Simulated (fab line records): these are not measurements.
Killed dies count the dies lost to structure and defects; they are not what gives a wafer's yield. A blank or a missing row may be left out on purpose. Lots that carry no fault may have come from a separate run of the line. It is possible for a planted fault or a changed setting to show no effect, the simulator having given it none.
Split-lot trial | flow gf180mcu | 23 wafers read from 5 lots, route of 602 steps

## ABOUT THE SPLIT
At GF_V4_SPUTTER_22 (material TiN, target thk 10 nm, time 40 s), the setting timeS was moved away from the recipe's 40 s on 8 of the 23 wafers read, by -11.3% to +12.1%. The other wafers ran this setting at the recipe's value.

Reading taken at the split's own step.

## THE READING
TiN_of_V4_SPUTTER_22.thkNm (the simulator's own value, which no gauge read), in nm, at GF_V4_SPUTTER_22 (material TiN, target thk 10 nm, time 40 s). The file gives no usual value for it. Across the 15 wafers here that went through the recipe, the average is 9.969 nm and the standard deviation 0.15 nm.

wafer  | tool, chamber at the split | timeS as run, s | against the recipe | TiN_of_V4_SPUTTER_22.thkNm, nm | against lot-mates on the recipe
L079.1 | pvdSputter-04, -           | 40              | recipe             | 9.717                          | -
L079.3 | pvdSputter-04, -           | 40              | recipe             | 9.973                          | -
L079.4 | pvdSputter-04, -           | 40              | recipe             | 9.94                           | -
L079.5 | pvdSputter-04, -           | 40              | recipe             | 9.977                          | -
L079.6 | pvdSputter-04, -           | 40              | recipe             | 10.03                          | -
L081.1 | pvdSputter-04, -           | 40              | recipe             | 10.05                          | -
L081.2 | pvdSputter-04, -           | 35.46           | -11.3%             | 8.848                          | -1.237
L081.3 | pvdSputter-04, -           | 35.46           | -11.3%             | 8.731                          | -1.354
L081.5 | pvdSputter-04, -           | 40              | recipe             | 10.12                          | -
L081.6 | pvdSputter-04, -           | 35.46           | -11.3%             | 8.662                          | -1.423
L080.1 | pvdSputter-02, -           | 44.86           | +12.1%             | 10.91                          | +1.165
L080.2 | pvdSputter-02, -           | 40              | recipe             | 9.657                          | -
L080.3 | pvdSputter-02, -           | 40              | recipe             | 9.828                          | -
L080.4 | pvdSputter-02, -           | 44.86           | +12.1%             | 11.08                          | +1.335
L080.5 | pvdSputter-02, -           | 40              | recipe             | 9.749                          | -
L082.1 | pvdSputter-04, -           | 37.28           | -6.8%              | 9.178                          | -0.882
L082.2 | pvdSputter-04, -           | 40              | recipe             | 10.07                          | -
L082.3 | pvdSputter-04, -           | 40              | recipe             | 10.05                          | -
L082.4 | pvdSputter-04, -           | 37.28           | -6.8%              | 9.457                          | -0.603
L082.5 | pvdSputter-04, -           | 37.28           | -6.8%              | 9.294                          | -0.766
L085.3 | pvdSputter-03, -           | 40              | recipe             | 10.19                          | -
L085.4 | pvdSputter-03, -           | 40              | recipe             | 10.07                          | -
L085.6 | pvdSputter-03, -           | 40              | recipe             | 10.11                          | -

THE FIT
A straight line over all 23 wafers: TiN_of_V4_SPUTTER_22.thkNm changes by +0.0964 nm for each +1% of timeS; r = +0.97; the points scatter about the line by 0.15 nm.
The same after taking each lot's own level away (the mean of its wafers on the recipe; 23 wafers): +0.111 nm for each +1%; r = +0.99; scatter 0.094 nm.
According to that fit, moving timeS by its largest amount changes the reading by 1.3 nm.
The lots' own levels span 9.7447 to 10.1233 nm, that is 2.4 times the standard deviation above.
In other words, the slope is changed by the lot-to-lot level; the two fits disagree.
Check: with one of the wafers moved furthest among these (+12.1%) left out of the fit, the line predicts +1.38 nm for it against its lot-mates. Against them it came out at +1.17 nm.

## FURTHER SPLITS ON THESE WAFERS
Before the reading, these wafers also passed through other splits. Each is held against what the fit with the lots' levels taken away leaves over:
other split on the same wafers | wafers away from the commonest value | r with TiN_of_V4_SPUTTER_22.thkNm (lot level and that fit taken away)
GF_V4_CVD_00 sih4FlowSccm      | 11                                   | +0.12
GF_V4_EXPOSE_11 doseMj         | 6                                    | +0.41
GF_V4_ETCH_16 ionEnergyEv      | 10                                   | +0.07

## FILE'S OWN FIT
TiN_of_V4_SPUTTER_22.thkNm changes by +0.11 nm for each +1% of timeS, r = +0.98.
